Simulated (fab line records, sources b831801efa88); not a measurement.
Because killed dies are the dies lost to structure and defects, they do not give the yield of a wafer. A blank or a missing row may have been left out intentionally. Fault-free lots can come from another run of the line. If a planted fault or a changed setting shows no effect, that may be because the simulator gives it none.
Code-filled problem report in 8D (eight disciplines) form + flow gf180mcu + the parts of the form that need people (team, actions taken, sign-off) are left out

1. PROBLEM STATEMENT
Mean HV_LDD_01_OVL at GF_HV_LDD_OVL_MEAS_20: -76.0 nm over 12 wafers in 4 lots; fault-free wafers: -0.6 nm, standard deviation 1.3. That is -58 standard deviations from the usual mean.
Earliest sighting: wafer L315.1 on overlay-02 at day 14 13:34. At this step, 42 wafers from 14 lots have a number in the record. The rule behind "out" and "out of limits": a value lying over 4 standard deviations away from the usual mean. All remaining wafers that have a number are taken as sound.

2. WHAT IT IS; WHAT IT IS NOT
| question                    | is                     | is not                                                                                 |
|-----------------------------|------------------------|----------------------------------------------------------------------------------------|
| which readings at this step | HV_LDD_01_OVL          | -                                                                                      |
| which lots                  | L315, L317, L319, L320 | L304, L305, L306, L308, L309, L311, L316, L324, L325, L326                             |
| which wafers of those lots  | all that have a number | -                                                                                      |
| read on which gauges        | overlay-01, overlay-02 | -                                                                                      |
| when                        | from day 14 13:34      | up to then (18 sound wafers); but 12 sound wafers of L316, L324, L325, L326 came after |

3. WHAT RULES OUT EACH SUSPECT
Counting: a tool at a process step up to the reading stays a suspect if it ran every lot that is out and no sound lot after the first of them.
- the gauge at GF_HV_LDD_OVL_MEAS_20 is ruled out. 2 gauges (overlay-01, overlay-02) read the wafers that are out.
- iline stepper-02 at GF_HV_LDD_EXPOSE_16 (exposes mask Pplus LV AREA, target cd 400 nm): kept. All lots that are out passed through it, beginning with L315 at day 14 03:31, and no sound lot followed; its final sound lot before that point was L309 at day 12 09:28.
After counting, what remains is iline stepper-02 at GF_HV_LDD_EXPOSE_16.

4. THE CAUSE (what the simulator had put in)
Scanner matching overlay: iline stepper-02, from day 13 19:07 on, at GF_HV_LDD_EXPOSE_16. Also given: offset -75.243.
The count eliminated every tool but this one.

5. THE CHAIN OF EFFECTS, in route order
Each row: a reading where the mean over the struck wafers with a number is more than 3 standard deviations away from the usual. Scope: only readings with a usual standard deviation given in the record; hours: median across lots of the time from each lot's start at the first step in this table that gives one to its start at this step; sigmas: change in usual standard deviations.
| hours | step                  | reading       | usual   | on struck wafers | change | sigmas |
|-------|-----------------------|---------------|---------|------------------|--------|--------|
| 0     | GF_HV_LDD_OVL_MEAS_20 | HV_LDD_01_OVL | -0.6 nm | -76.0            | -75.4  | -58    |
At these later measuring or inspecting steps, every struck wafer for which the step has a row has a number for every such reading, and none has moved that far: GF_CONTACT_OVL_MEAS_15.

6. WHAT WOULD HAVE CAUGHT IT SOONER
18 hours passed between the start of the fault at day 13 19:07 and the first reading out of limits at a measuring or inspecting step in this record, taken at day 14 13:34.
Among the 4 lots that are out, L317, L319, L320 began GF_HV_LDD_EXPOSE_16 on iline stepper-02 after day 14 13:34. A hold on the tool at that time would have spared those 3.
